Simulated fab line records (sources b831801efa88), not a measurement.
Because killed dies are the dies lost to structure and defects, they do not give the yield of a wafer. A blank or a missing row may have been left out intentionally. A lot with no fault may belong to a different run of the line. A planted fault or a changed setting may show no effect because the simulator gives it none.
Which of the tools did it? | flow gf180mcu | Sampling: 12 lots, 36 wafers, 4 of 602 route steps

## WHAT THE GAUGES SHOWED, per wafer
GF_VT_IMPLANT_RS_MEAS_46: measurement is done with a four-point probe. Usual: for MVSD_RS the level is 457.0 ohm/sq and the standard deviation is 1.2.
lot  | measured     | on           | MVSD_RS (ohm/sq)  | flag
L936 | day 7 15:06  | filmMetro-01 | 457.1 456.2 456.6 | 
L937 | day 7 19:05  | filmMetro-03 | 454.8 454.2 456.4 | 
L938 | day 8 02:52  | filmMetro-01 | 456.5 456.2 455.8 | 
L940 | day 8 15:07  | filmMetro-03 | 456.9 457.1 457.6 | 
L942 | day 9 06:40  | filmMetro-03 | 457.6 457.5 457.6 | 
L943 | day 9 11:49  | filmMetro-03 | 455.3 457.7 456.3 | 
L946 | day 10 09:26 | filmMetro-03 | 456.1 456.4 457.0 | 
L947 | day 10 16:26 | filmMetro-03 | 457.0 456.3 455.0 | 
L948 | day 10 22:31 | filmMetro-03 | 468.1 467.0 467.0 | OFF
L949 | day 11 04:01 | filmMetro-04 | 468.5 467.9 469.3 | OFF
L950 | day 11 09:03 | filmMetro-01 | 467.8 469.0 468.1 | OFF
L953 | day 12 07:14 | filmMetro-01 | 458.2 459.7 458.4 | 

GF_SAB_OVL_MEAS_10. Usual: for SAB_OVL the level is -0.6 nm and the standard deviation is 1.4.
lot  | measured     | on         | SAB_OVL (nm)   | flag
L936 | day 15 01:17 | overlay-02 | 2.4 2.6 1.7    | 
L937 | day 15 17:17 | overlay-01 | -0.2 -0.9 -1.3 | 
L938 | day 15 21:13 | overlay-01 | -2.6 -1.4 -1.8 | 
L940 | day 16 17:28 | overlay-02 | -0.7 -0.2 -1.0 | 
L942 | day 17 14:21 | overlay-01 | 0.6 -0.4 0.0   | 
L943 | day 17 18:47 | overlay-01 | 0.3 0.9 0.8    | 
L946 | day 18 18:10 | overlay-01 | -2.3 -1.7 -2.2 | 
L947 | day 19 01:24 | overlay-02 | 0.2 1.1 -0.3   | 
L948 | day 19 06:53 | overlay-01 | 0.4 0.2 2.0    | 
L949 | day 19 22:20 | overlay-01 | -1.6 -1.0 -1.1 | 
L950 | day 20 06:40 | overlay-01 | 0.5 -0.8 1.0   | 
L953 | day 21 06:48 | overlay-01 | 0.2 -1.9 -0.2  | 

## WHAT TOOL EACH LOT RAN ON (gives the tool, then ch and the chambers of the sampled wafers, and finally the start)
lot  | GF_MVSD_IMPLANT_08             | GF_HV_LDD_STRIP_10
L936 | implanter-03 ch 0, day 4 11:40 | plasmaAsher-01 ch 1, day 10 02:18
L937 | implanter-02 ch 0, day 4 16:05 | plasmaAsher-02 ch 1, day 10 06:29
L938 | implanter-02 ch 0, day 4 22:37 | plasmaAsher-02 ch 0,1, day 10 15:26
L940 | implanter-02 ch 0, day 5 09:05 | plasmaAsher-02 ch 0,1, day 11 03:53
L942 | implanter-02 ch 0, day 5 22:07 | plasmaAsher-03 ch 0,1, day 11 22:16
L943 | implanter-02 ch 0, day 6 01:37 | plasmaAsher-01 ch 0,1, day 12 03:26
L946 | implanter-04 ch 0, day 6 19:52 | plasmaAsher-01 ch 0,1, day 13 02:42
L947 | implanter-04 ch 0, day 7 03:10 | plasmaAsher-03 ch 0, day 13 07:11
L948 | implanter-02 ch 0, day 7 08:02 | plasmaAsher-01 ch 0,1, day 13 14:50
L949 | implanter-02 ch 0, day 7 12:31 | plasmaAsher-01 ch 0,1, day 14 01:32
L950 | implanter-02 ch 0, day 7 17:24 | plasmaAsher-03 ch 0,1, day 14 06:35
L953 | implanter-04 ch 0, day 8 12:26 | plasmaAsher-02 ch 1, day 15 05:38
- GF_MVSD_IMPLANT_08
- GF_HV_LDD_STRIP_10: strips in O2/N2.

## AS READ BY THE TOOLS THEMSELVES (means over the sampled wafers that have a number; for cases with no such wafer, the mark the record gives instead)
GF_MVSD_IMPLANT_08. Usual: doseIonsCm2 1.6e+13, standard deviation 1.7e+10; faradayCurrentUA 90.2, standard deviation 1.7; tiltDeg -0.004 degrees, standard deviation 0.021.
lot  | tool         | doseIonsCm2 | faradayCurrentUA | tiltDeg (degrees) | flag
L936 | implanter-03 | 1.6e+13     | 89.8             | -0.034            | 
L937 | implanter-02 | 1.6e+13     | 91.6             | 0.009             | 
L938 | implanter-02 | 1.6e+13     | 90.2             | 0.026             | 
L940 | implanter-02 | 1.6e+13     | 91.0             | -0.015            | 
L942 | implanter-02 | 1.6e+13     | 89.6             | -0.009            | 
L943 | implanter-02 | 1.6e+13     | 89.8             | -0.005            | 
L946 | implanter-04 | 1.6e+13     | 90.0             | 0.026             | 
L947 | implanter-04 | 1.6e+13     | 90.8             | -0.019            | 
L948 | implanter-02 | 1.5e+13     | 86.8             | -0.005            | OFF
L949 | implanter-02 | 1.5e+13     | 85.8             | -0.001            | OFF
L950 | implanter-02 | 1.5e+13     | 83.5             | -0.029            | OFF
L953 | implanter-04 | 1.6e+13     | 90.2             | 0.014             | 

GF_HV_LDD_STRIP_10. Usual: drypumpMotorCurrentA 5.9 A, standard deviation 0.4; heaterPowerW 363 W, standard deviation 37; oesProductAu 0.716 a.u., standard deviation 0.0047; platenTempC 249.96 C, standard deviation 0.2; stripTimeToEndpointS 12.62 s, standard deviation 0.037.
lot  | tool           | drypumpMotorCurrentA (A) | heaterPowerW (W) | oesProductAu (a.u.) | platenTempC (C) | stripTimeToEndpointS (s) | flag
L936 | plasmaAsher-01 | 6.2                      | 342              | 0.710               | 250.32          | 12.61                    | 
L937 | plasmaAsher-02 | 5.8                      | 406              | 0.722               | 249.93          | 12.66                    | 
L938 | plasmaAsher-02 | 5.7                      | 400              | 0.716               | 249.96          | 12.65                    | 
L940 | plasmaAsher-02 | 5.7                      | 398              | 0.717               | 250.11          | 12.67                    | 
L942 | plasmaAsher-03 | 5.5                      | 317              | 0.716               | 250.21          | 12.67                    | 
L943 | plasmaAsher-01 | 6.3                      | 335              | 0.719               | 249.83          | 12.60                    | 
L946 | plasmaAsher-01 | 6.5                      | 345              | 0.714               | 249.88          | 12.58                    | 
L947 | plasmaAsher-03 | 5.5                      | 312              | 0.723               | 250.05          | 12.63                    | 
L948 | plasmaAsher-01 | 6.3                      | 340              | 0.714               | 250.18          | 12.65                    | 
L949 | plasmaAsher-01 | 6.3                      | 340              | 0.717               | 249.95          | 12.59                    | 
L950 | plasmaAsher-03 | 5.5                      | 317              | 0.716               | 250.09          | 12.58                    | 
L953 | plasmaAsher-02 | 5.8                      | 412              | 0.713               | 249.95          | 12.61                    | 

## THE ANSWER, worked out from the rows above alone
Rule: take the mean of a lot's wafers that have a number; if it is more than 3 standard deviations from the usual mean, the lot is off. Also off: a lot with no number at a reading for which 4 or more lots have one. Any other lot the step has rows for is counted as sound. After the gauges, taken in route order, come the tools' own readings; for these a lot's mean is taken, as printed above. The first step at which some lot is off is used, and at that step the reading that is off furthest; a lot without a number counts as furthest.
Off: L948, L949, L950, seen at GF_VT_IMPLANT_RS_MEAS_46 (MVSD_RS).
A tool fits if, at a process step before that reading, it ran every lot that is off, and no sound lot after the first of them. The gauges at GF_VT_IMPLANT_RS_MEAS_46 aren't tried: what is off there is off at GF_MVSD_IMPLANT_08 too, on other tools, and a gauge's error can't cause that. One fits: GF_MVSD_IMPLANT_08 on implanter-02. Its last sound lot is L943 (day 6 01:37), its first lot that is off L948 (day 7 08:02): a fault that began between those two fits.
The tool's own readings at GF_MVSD_IMPLANT_08 bear it out: on the lots that are off they differ by more than 5 times the standard deviation of the sound lots' means. doseIonsCm2 reads 1.5e+13 there against 1.6e+13 on the sound lots; faradayCurrentUA reads 85.4 there against 90.3 on the sound lots.

## WHAT THE SIMULATOR HAD PUT IN
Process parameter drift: implanter-02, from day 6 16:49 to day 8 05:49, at GF_MVSD_IMPLANT_08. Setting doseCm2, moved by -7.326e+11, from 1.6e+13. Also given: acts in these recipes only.
Lots struck among those shown: L948, L949, L950. This agrees with what the rule above found.
